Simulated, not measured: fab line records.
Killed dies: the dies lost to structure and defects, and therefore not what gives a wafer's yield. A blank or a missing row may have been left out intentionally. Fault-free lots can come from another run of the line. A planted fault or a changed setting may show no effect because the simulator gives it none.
Chamber matching | flow sky130 | SKY_VIA3_CMP_02 on cmp-01 has 4 sister chambers
The step polishes SiO2. 4 wafers are shown with their chamber, then 12 later ones without.

== WAFERS WITH THEIR CHAMBER ==
wafer  | chamber | motor-current-A (A)
L090.3 | 1       | 13.6
L092.6 | 2       | 11.7
L093.5 | 3       | 9.6
L093.6 | 0       | 10.8

== WAFERS WITH NO CHAMBER GIVEN ==
wafer  | motor-current-A (A)
L094.1 | 13.6
L094.4 | 9.5
L094.5 | 12.3
L095.3 | 9.5
L095.4 | 13.6
L095.6 | 9.9
L096.4 | 11.7
L096.5 | 9.9
L096.6 | 11.4
L097.2 | 11.5
L097.3 | 11.5
L097.4 | 10.1

== EACH ONE'S CHAMBER ==
wafer  | from the rows above     | in truth
L094.1 | 1                       | 1
L094.4 | 3                       | 3
L094.5 | 2                       | 2
L095.3 | 3                       | 3
L095.4 | 1                       | 1
L095.6 | 3                       | 3
L096.4 | 2                       | 2
L096.5 | 3                       | 3
L096.6 | can't be placed: 2 or 0 | 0
L097.2 | can't be placed: 2 or 0 | 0
L097.3 | can't be placed: 2 or 0 | 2
L097.4 | can't be placed: 3 or 0 | 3
Correctly placed: 8 of 12. Can't be placed from these rows: 4 (the true chamber is among the candidates in 4). Placed wrongly: 0.
How it was worked out, from the rows above alone: a wafer's distance from a chamber is the root of the sum, over the readings, of the square of ((its reading less the chamber's mean) divided by the reading's scatter). The wafer belongs to the nearest chamber; if the next one is less than 2 further off, it can't be placed. Each chamber's mean is taken over the wafers shown for it. The scatter (one wafer shown for each chamber): square how far every hidden wafer sits from the nearest shown wafer, average those squares and take the square root.
